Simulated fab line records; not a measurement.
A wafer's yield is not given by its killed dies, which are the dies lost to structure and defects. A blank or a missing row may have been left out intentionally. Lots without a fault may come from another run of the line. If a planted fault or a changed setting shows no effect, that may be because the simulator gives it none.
Chamber matching + flow sky130 + SKY_VIA1_ETCH_15 on rieDiel-03 has 4 sister chambers
The step etches SiO2 in C4F8/O2/Ar, stops on TiN, target depth 351 nm, time 54 s. 8 wafers are shown with their chamber, then 11 later ones without.

WAFERS, EACH WITH ITS CHAMBER
| wafer  | chamber | oesProductAu (a.u.) |
|--------|---------|---------------------|
| L080.6 | 1       | 0.978               |
| L081.1 | 0       | 0.983               |
| L082.2 | 3       | 0.974               |
| L082.3 | 1       | 0.974               |
| L088.1 | 2       | 0.975               |
| L088.2 | 3       | 0.977               |
| L088.5 | 2       | 0.979               |
| L091.2 | 0       | 0.974               |

WAFERS WITH NO CHAMBER GIVEN
| wafer  | oesProductAu (a.u.) |
|--------|---------------------|
| L091.5 | 0.975               |
| L091.6 | 0.980               |
| L092.3 | 0.974               |
| L092.4 | 0.983               |
| L092.5 | 0.977               |
| L095.1 | 0.978               |
| L095.4 | 0.973               |
| L095.5 | 0.985               |
| L096.3 | 0.984               |
| L096.4 | 0.980               |
| L096.6 | 0.979               |

THE CHAMBER EACH PASSED THROUGH
| wafer  | from the rows above               | in truth |
|--------|-----------------------------------|----------|
| L091.5 | can't be placed: 3 or 1 or 2 or 0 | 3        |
| L091.6 | can't be placed: 0 or 2 or 1 or 3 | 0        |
| L092.3 | can't be placed: 3 or 1 or 2 or 0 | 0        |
| L092.4 | can't be placed: 0 or 2 or 1 or 3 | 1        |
| L092.5 | can't be placed: 2 or 1 or 0 or 3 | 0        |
| L095.1 | can't be placed: 0 or 2 or 1 or 3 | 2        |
| L095.4 | can't be placed: 3 or 1 or 2 or 0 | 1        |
| L095.5 | can't be placed: 0 or 2 or 1 or 3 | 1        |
| L096.3 | can't be placed: 0 or 2 or 1 or 3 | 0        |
| L096.4 | can't be placed: 0 or 2 or 1 or 3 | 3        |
| L096.6 | can't be placed: 0 or 2 or 1 or 3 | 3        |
Correctly placed: 0 of 11. From these rows, 11 cannot be placed; in 11 the true chamber is one of the candidates. 0 placed wrongly.
How it was worked out, from the rows above alone: a wafer's distance from a chamber is the root of the sum, over the readings, of the square of ((its reading less the chamber's mean) divided by the reading's scatter). If the next closest chamber is less than 2 further off than the closest, the wafer can't be placed; otherwise it belongs to the closest. For every chamber, the mean is computed from those of its wafers that are shown. How the scatter is found: for the shown wafers, subtract from each reading the mean of its chamber, square and add these, divide the total by (wafers less chambers), then take the root.
